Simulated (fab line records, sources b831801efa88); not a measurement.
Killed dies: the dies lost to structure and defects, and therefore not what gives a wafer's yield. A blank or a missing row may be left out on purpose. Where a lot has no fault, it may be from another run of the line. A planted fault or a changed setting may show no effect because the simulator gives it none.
fab line records	flow sky130
record: lots: 5	wafers: 15	last-day: 50
route steps=708 shown LI_CONTACT@364 PAD_OPEN@708
lots untouched by any fault: they come from a run of this same line in which no faults occurred
start-h: hours from the record's opening day to when the first of the lot's shown wafers began	wait-h: how many hours have passed since the lot's step before this one	" same as the row above	L1.1+2: one row covering several wafers at once	- no value, or no start given	* or withheld: withheld	< > ~ a bound
route shown NAME@n: a module of which the file shows steps, and the number in the route of the first	usual: mean/standard deviation of fault-free wafers	same: alike in all rows	chamber/n: place in a boat	sites: the reading at each site	_std_site: their standard deviation	_edge_site: outer sites' mean less inner sites'	radius-mm: for every site, how far away it sits from the centre of the wafer	mask NAME#n: copy n	behind: the most recent tool/chamber to have shaped the wafer	hold: what put the lot on hold/how long, in hours/how the hold closed	device: which transistor (n, p or np) failed to switch	end of line: the same wafers' tests at the end of the route	a step without rows: its recipe alone	killed: count of dies lost to structure and defects at first sort (not the wafer's yield)	map: per-die view of a wafer (x killed, . not killed, _ where there is no die)
set.NAME: the setting the step ran with; set.NAME@STEP: the setting that earlier step ran with	model.NAME: the simulator's own value behind a step, which no gauge read
lots seen at some steps along the route; tables by step, rows by wafer
services: from which hour (start-h, from the record's first day; less than 0 if before it) a tool's chamber was out of use, for how many hours, and why
== steps ==
step: SKY_LI_CONTACT_CMP_02
recipe: material: PSG	down-force-psi: 4	platen-rpm: 60	pad-velocity-m-s: 0.94248
usual: motor-current-A: 11.6/0.69	slurry-flow-ml-min: 150.0/0.5	time-to-endpoint-s: 31/3.1
lot.wafer	tool	chamber	start-h	wait-h	motor-current-A	slurry-flow-ml-min	time-to-endpoint-s
L578.4	cmp-02	2	642.65	0.0	11.5	150.7	26
L578.2	"	0	"	"	11.4	150.3	29
L578.6	"	3	"	"	11.2	149.0	31
L581.4	cmp-01	0	671.18	0.0	10.7	149.8	30
L581.3	"	2	"	"	13.0	148.5	33
L581.6	"	1	"	"	10.9	149.9	34
L594.4	cmp-01	2	787.98	0.1	12.7	150.9	31
L594.2	"	0	"	"	10.2	149.9	32
L594.6	"	1	"	"	12.0	149.9	36
L599.2	cmp-01	1	819.79	0.1	11.3	149.0	33
L599.4	"	2	"	"	12.8	149.5	30
L599.6	"	0	"	"	10.3	150.2	31
L600.2	cmp-02	3	822.78	0.0	10.7	150.0	35
L600.4	"	1	"	"	11.8	149.0	32
L600.6	"	0	"	"	11.3	149.5	29
step: SKY_LI_CONTACT_BOW_MEAS_03
recipe: mode: bow
usual: LI_CONTACT_BOW: 57/7.2
lot.wafer	tool	chamber	start-h	wait-h	LI_CONTACT_BOW[um]
L578.2	film-metro-02	-	642.97	0.2	55
L578.4	"	-	"	"	56
L578.6	"	-	"	"	68
L581.3	film-metro-03	-	671.52	0.2	54
L581.4	"	-	"	"	56
L581.6	"	-	"	"	66
L594.2	film-metro-03	-	788.25	0.1	54
L594.4	"	-	"	"	63
L594.6	"	-	"	"	68
L599.2	film-metro-03	-	820.06	0.2	66
L599.4	"	-	"	"	53
L599.6	"	-	"	"	63
L600.2	film-metro-02	-	823.10	0.3	49
L600.4	"	-	"	"	58
L600.6	"	-	"	"	59
step: SKY_LI_CONTACT_DEHYDRATE_04
recipe: temp-c: 200	time-s: 60
step: SKY_LI_CONTACT_HMDS_05
recipe: prime-time-s: 60	prime-temp-c: 120
step: SKY_LI_CONTACT_COAT_06
recipe: resist: BARC	temp-c: withheld	time-s: withheld	spin-rpm: 3000	resist-thk-nm: 60
step: SKY_LI_CONTACT_COAT_07
recipe: resist: KrF-thick	spin-rpm: 3000	resist-thk-nm: 450
step: SKY_LI_CONTACT_SOFTBAKE_08
recipe: temp-c: 100	time-s: 90	resist: KrF-thick
step: SKY_LI_CONTACT_EXPOSE_09
recipe: mask-id: LICM1	na: 0.8	source-shape: annular	sigma-inner: 0.55	sigma-outer: 0.85	target-cd-nm: 170	dose-mj: 38
step: SKY_LI_CONTACT_PEB_10
recipe: peb-temp-c: withheld	peb-time-s: withheld	resist: KrF-thick
step: SKY_LI_CONTACT_DEVELOP_11
recipe: develop-time-s: 60	resist: KrF-thick	dev-temp-c: 21
step: SKY_LI_CONTACT_CD_MEAS_12
recipe: target-cd-nm: 170
usual: cd-nm: 170.7/1.6
lot.wafer	tool	chamber	start-h	wait-h	cd-nm
L578.2	cd-sem-01	-	671.72	-	173.9
L578.4	"	-	"	"	172.7
L578.6	"	-	"	"	172.7
L581.3	cd-sem-01	-	699.79	-	171.3
L581.4	"	-	"	"	171.2
L581.6	"	-	"	"	171.1
L594.2	cd-sem-01	-	813.09	-	171.5
L594.4	"	-	"	"	171.1
L594.6	"	-	"	"	172.3
L599.2	cd-sem-02	-	846.67	-	170.8
L599.4	"	-	"	"	170.5
L599.6	"	-	"	"	170.8
L600.2	cd-sem-02	-	849.73	-	169.4
L600.4	"	-	"	"	170.1
L600.6	"	-	"	"	169.5
step: SKY_LI_CONTACT_OVL_MEAS_13
usual: LI_CONTACT_OVL: -2/4.8
lot.wafer	tool	chamber	start-h	wait-h	LI_CONTACT_OVL[nm]
L578.2	overlay-01	-	671.83	0.1	-1
L578.4	"	-	"	"	-4
L578.6	"	-	"	"	3
L581.3	overlay-02	-	699.89	0.1	-7
L581.4	"	-	"	"	-8
L581.6	"	-	"	"	1
L594.2	overlay-01	-	813.20	0.1	-9
L594.4	"	-	"	"	-4
L594.6	"	-	"	"	-1
L599.2	overlay-02	-	846.77	0.1	-2
L599.4	"	-	"	"	-5
L599.6	"	-	"	"	-6
L600.2	overlay-02	-	849.83	0.1	-7
L600.4	"	-	"	"	-8
L600.6	"	-	"	"	-9
step: SKY_LI_CONTACT_ETCH_14
recipe: chemistry: N2/H2	target: BARC	ion-energy-ev: 200	source-w: 500	bias-w: 100	pressure-mtorr: 30	n2-flow-sccm: 100	h2-flow-sccm: 200	stop-on: SiO2	time-s: 45.9	target-depth-a: 600
usual: drypump-motor-current-A: 5.8/0.43	n2-flow-sccm: 100.04/0.27	oes-product-au: 0.854/0.0044	run-length-s: 74.0/0.46	throttle-valve-pct: 13.225/0.0093
lot.wafer	tool	chamber	start-h	wait-h	drypump-motor-current-A	n2-flow-sccm	oes-product-au	rf-hours-counter-h	run-length-s	throttle-valve-pct	model.etch.depth-nm	model.KrF-thick_of_LI_CONTACT_COAT_07.thk-nm	model.LI_CONTACT.cd-nm
L578.2	rie-diel-02	1	671.86	0.0	6.1	99.70	0.854	8	74.1	13.207	59.97	395.2	174.6
L578.4	"	1	"	"	6.2	100.03	0.854	-	74.1	13.205	60.13	395.5	172.9
L578.6	"	3	"	"	5.8	99.98	0.860	-	74.8	13.229	60.3	393.3	172.9
L581.3	rie-diel-03	1	699.91	0.0	5.7	99.65	0.843	36	74.3	13.219	59.82	390.7	172.3
L581.4	"	0	"	"	5.8	100.32	0.858	11	74.7	13.233	59.88	392.1	170.1
L581.6	"	3	"	"	5.8	100.06	0.858	-	74.0	13.215	60.03	390.4	171
L594.2	rie-diel-03	3	813.23	0.0	5.8	100.17	0.853	7	74.0	13.222	59.84	392.8	172.2
L594.4	"	0	"	"	5.9	100.09	0.999	-	34.6	13.226	9.731	431	164
L594.6	"	3	"	"	5.8	99.49	0.848	-	74.1	13.219	59.79	393.9	173.6
L599.2	rie-diel-02	2	846.80	0.0	6.3	100.19	0.851	5	74.1	13.222	59.85	390	171.3
L599.4	"	3	"	"	5.8	100.46	0.856	1	74.5	13.213	59.88	392.3	171.3
L599.6	"	3	"	"	5.8	100.36	0.855	-	74.8	13.225	59.76	390.9	172.2
L600.2	rie-diel-02	3	849.86	0.0	5.8	99.66	0.853	1	74.5	13.226	60	393.7	170.3
L600.4	"	2	"	"	6.3	100.06	0.856	5	74.2	13.248	60.13	392.3	169.7
L600.6	"	2	"	"	6.3	99.79	0.848	-	74.2	13.214	60.07	393.1	169.5
step: SKY_LI_CONTACT_ETCH_15
recipe: target: PSG	chemistry: C4F8/O2/Ar	stop-on: Si	taper-deg: 4.15	mask-material: KrF-thick	source-w: 1500	bias-w: 1200	pressure-mtorr: 40	c4f8-flow-sccm: withheld	O2_flow_sccm: 6	Ar_flow_sccm: 300	time-s: withheld	target-depth-a: 6000
usual: oes-product-au: 0.837/0.0051
lot.wafer	tool	chamber	start-h	wait-h	oes-product-au	model.KrF-thick_of_LI_CONTACT_COAT_07.thk-nm	model.LI_CONTACT.cd-nm
L578.2	rie-diel-02	1	671.90	0.0	0.839	238.4	175.2
L578.4	"	1	"	"	0.825	236.5	173.4
L578.6	"	3	"	"	0.844	229.7	173.1
L581.3	rie-diel-03	1	699.95	0.0	0.839	229.3	173.1
L581.4	"	0	"	"	0.837	228.8	170.2
L581.6	"	3	"	"	0.837	227.3	171.7
L594.2	rie-diel-03	3	813.27	0.0	0.840	229.3	173.3
L594.4	"	0	"	"	0.836	268.7	164.2
L594.6	"	3	"	"	0.834	231.5	174.5
L599.2	rie-diel-02	2	846.85	0.0	0.838	229.1	170.4
L599.4	"	3	"	"	0.828	234.6	171.2
L599.6	"	3	"	"	0.837	234.1	171.9
L600.2	rie-diel-02	3	849.90	0.0	0.840	234.2	169.8
L600.4	"	2	"	"	0.824	230.5	168.9
L600.6	"	2	"	"	0.842	229.6	168.7
step: SKY_LI_CONTACT_STRIP_16
recipe: chemistry: O2/N2	power-w: 1400	pressure-mtorr: 1500	platen-temp-c: withheld	o2-flow-sccm: 3000	n2-flow-sccm: 300	overash-fraction: 0.5
usual: drypump-motor-current-A: 5.6/0.51	n2-flow-sccm: 299.9/0.82	o2-flow-sccm: 3000/8.8	oes-product-au: 0.374/0.0045	strip-time-to-endpoint-s: 3.47/0.034
same: overash-fraction: 0.5
lot.wafer	tool	chamber	start-h	wait-h	drypump-motor-current-A	n2-flow-sccm	o2-flow-sccm	oes-product-au	rf-hours-counter-h	strip-time-to-endpoint-s
L578.2	plasma-asher-02	0	671.99	-	5.7	300.5	2995	0.371	24	3.59
L578.4	"	0	"	"	5.7	299.5	2999	0.377	-	3.56
L578.6	"	0	"	"	5.7	299.2	3002	0.376	-	3.48
L581.3	plasma-asher-01	0	700.07	-	5.4	299.8	3009	0.381	-	3.46
L581.4	"	1	"	"	5.3	300.3	3019	0.373	-	3.47
L581.6	"	1	"	"	5.3	300.6	3000	0.368	-	3.45
L594.2	plasma-asher-03	1	813.36	-	5.9	298.6	3000	0.375	91	3.47
L594.4	"	0	"	"	6.2	299.6	2985	0.390	-	3.88
L594.6	"	1	"	"	5.9	299.2	3002	0.369	-	3.51
L599.2	plasma-asher-01	0	846.93	-	5.4	301.4	2986	0.367	74	3.47
L599.4	"	1	"	"	5.3	301.4	2986	0.371	-	3.53
L599.6	"	1	"	"	5.3	299.8	2985	0.379	-	3.52
L600.2	plasma-asher-03	1	849.99	-	5.9	299.8	3001	0.377	94	3.51
L600.4	"	1	"	"	5.9	299.7	3011	0.377	-	3.48
L600.6	"	1	"	"	5.9	299.4	3012	0.372	-	3.49
step: SKY_LI_CONTACT_CLEAN_17
recipe: chemistry: NMP	time-s: 600	temp-c: 60	dry: n2-spin
step: SKY_PAD_OPEN_PROBE_99
usual: killed_at_M0_to_M3: 43/7.8	killed_at_M4_up: 3.2/1.7	killed-at-contacts: 24/5.2	killed-at-front-end: 15/4.5	killed-at-other: 0.4/0.65	killed-dies: 87/9.1	killed-on-rim: 17/3.5	killed-open: 47/7.3	killed-short: 40/6.5
same: gross-dies: 492	killed-at-back-side: 0
lot.wafer	tool	chamber	start-h	wait-h	killed_at_M0_to_M3	killed_at_M4_up	killed-at-contacts	killed-at-front-end	killed-at-other	killed-dies	killed-on-rim	killed-open	killed-short
L581.3	prober-01	-	1091.08	0.2	46	1	24	11	0	82	11	43	39
L581.4	prober-01	-	1091.13	0.2	45	1	21	15	0	82	18	44	38
L581.6	prober-01	-	1091.23	0.2	36	3	21	24	0	84	14	57	27
L594.2	prober-01	-	1174.43	0.1	33	5	28	19	0	85	15	48	37
L594.4	prober-01	-	1174.53	0.2	38	3	22	8	0	71	15	31	40
L594.6	prober-01	-	1174.63	0.2	31	4	24	21	0	80	12	43	36
L600.2	prober-02	-	1197.22	0.1	30	0	31	17	0	78	20	40	38
L600.4	prober-02	-	1197.32	0.2	44	4	27	14	2	91	15	45	46
L600.6	prober-02	-	1197.42	0.2	35	0	26	10	0	71	13	43	28
killed by level:class
L581.3 METAL2:geometric-particle:short=10 VIA1:geometric-particle:open=9 VIA2:geometric-particle:open=9 LI_CONTACT:geometric-particle:open=8 CONTACT:geometric-particle:open=8 LOCAL_INTERCONNECT:geometric-particle:short=5 VIA3:geometric-particle:short=4 METAL1:geometric-particle:short=3
L581.4 VIA1:geometric-particle:open=14 VIA1:geometric-particle:short=9 FIELD_ISO:geometric-particle:open=6 LI_CONTACT:geometric-particle:open=6 METAL1:geometric-particle:short=6 METAL2:geometric-particle:short=5 CONTACT:geometric-particle:open=5 CONTACT:geometric-particle:short=4
L581.6 VIA1:geometric-particle:open=12 POLY_GATE:geometric-particle:open=8 VIA2:geometric-particle:open=8 FIELD_ISO:geometric-particle:open=7 LI_CONTACT:geometric-particle:open=7 CONTACT:geometric-particle:open=6 FIELD_ISO:geometric-particle:short=4 LI_CONTACT:geometric-particle:short=3
L594.2 VIA1:geometric-particle:open=10 LOCAL_INTERCONNECT:geometric-particle:short=9 LI_CONTACT:geometric-particle:open=8 CONTACT:geometric-particle:open=8 POLY_GATE:geometric-particle:open=7 POLY_GATE:geometric-particle:short=4 VIA2:geometric-particle:open=4 VIA3:geometric-particle:short=4
L594.4 CONTACT:geometric-particle:open=8 VIA2:geometric-particle:short=6 METAL2:geometric-particle:short=6 VIA1:geometric-particle:short=5 VIA1:geometric-particle:open=5 LI_CONTACT:geometric-particle:open=4 LI_CONTACT:geometric-particle:short=4 VIA3:geometric-particle:open=4
L594.6 LI_CONTACT:geometric-particle:open=8 CONTACT:geometric-particle:open=8 VIA2:geometric-particle:open=6 POLY_GATE:geometric-particle:open=5 METAL1:geometric-particle:short=5 POLY_GATE:geometric-particle:short=4 VIA1:geometric-particle:open=4 METAL4:geometric-particle:short=4
L600.2 LI_CONTACT:geometric-particle:open=11 CONTACT:geometric-particle:open=9 LI_CONTACT:geometric-particle:short=5 VIA1:geometric-particle:short=5 POLY_GATE:geometric-particle:open=4 POLY_GATE:geometric-particle:short=4 METAL1:geometric-particle:short=4 FIELD_ISO:geometric-particle:open=3
L600.4 VIA1:geometric-particle:open=9 LI_CONTACT:geometric-particle:open=8 CONTACT:geometric-particle:open=8 METAL3:geometric-particle:short=7 POLY_GATE:geometric-particle:short=6 LI_CONTACT:geometric-particle:short=5 METAL2:geometric-particle:short=5 POLY_GATE:geometric-particle:open=4
L600.6 CONTACT:geometric-particle:open=14 VIA2:geometric-particle:open=8 VIA3:geometric-particle:open=6 FIELD_ISO:geometric-particle:short=5 CONTACT:geometric-particle:short=5 LI_CONTACT:geometric-particle:open=4 VIA1:geometric-particle:open=4 METAL2:geometric-particle:short=4
== services ==
tool	chamber	start-h	hours	kind
plasma-asher-03	-	622.40	82.2	repair
rie-diel-02	2	629.45	20.4	repair
cmp-01	-	633.18	0.6	repair
rie-diel-02	3	634.84	6.0	repair
cmp-01	-	637.19	8.9	repair
rie-diel-02	2	649.90	-	clean
rie-diel-02	2	649.90	19.8	scheduled-down
rie-diel-02	2	649.90	19.8	vent-cycle
rie-diel-02	3	650.54	15.5	repair
cmp-02	-	658.46	3.9	repair
cmp-02	-	667.15	5.2	pm
rie-diel-02	0	669.70	-	clean
rie-diel-02	0	669.70	17.1	scheduled-down
rie-diel-02	0	669.70	17.1	vent-cycle
plasma-asher-01	-	710.08	14.6	pm
rie-diel-03	-	735.82	14.6	pm
cmp-01	-	744.15	4.0	pm
plasma-asher-01	-	776.87	2.8	pm
cmp-01	-	777.44	0.9	repair
rie-diel-03	0	780.75	2.1	repair
cmp-01	-	781.58	5.0	pm
rie-diel-02	2	787.14	2.9	repair
rie-diel-02	3	797.92	-	clean
plasma-asher-02	-	799.19	0.6	repair
== key ==
first-sign: step: SKY_LI_CONTACT_ETCH_14	reading: run-length-s	direction: down	sigmas: 86	usual: *	struck: *
effect: step: SKY_LI_CONTACT_ETCH_14	reading: oes-product-au	direction: up	sigmas: 33	usual: 0.854	struck: 0.999
effect: step: SKY_LI_CONTACT_STRIP_16	reading: strip-time-to-endpoint-s	direction: up	sigmas: 12	usual: *	struck: *
model-effect: step: SKY_LI_CONTACT_ETCH_14	value: etch.depth-nm	without: 59.83	struck: 9.731
model-effect: step: SKY_LI_CONTACT_ETCH_15	value: KrF-thick_of_LI_CONTACT_COAT_07.thk-nm	without: 231	struck: 268.7
met-at SKY_LI_CONTACT_ETCH_14
struck-wafers L594.4
tester-left-out L594
onset-between 699.91 813.23
fault: kind: process-parameter-drift	tool: rie-diel-03	chamber: 0	onset-h: 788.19	steps: SKY_LI_CONTACT_ETCH_14	channel: time-s	offset: *	shape: step	end-h: 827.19	acts-in: *	stated: *
tester-left-out: of these lots the tester's yield and bins aren't shown, on N5 and GAA mostly nor the transistor test; their killed dies are dies lost to structure and defects alone, not to doping, threshold or leakage, so they don't give the yield
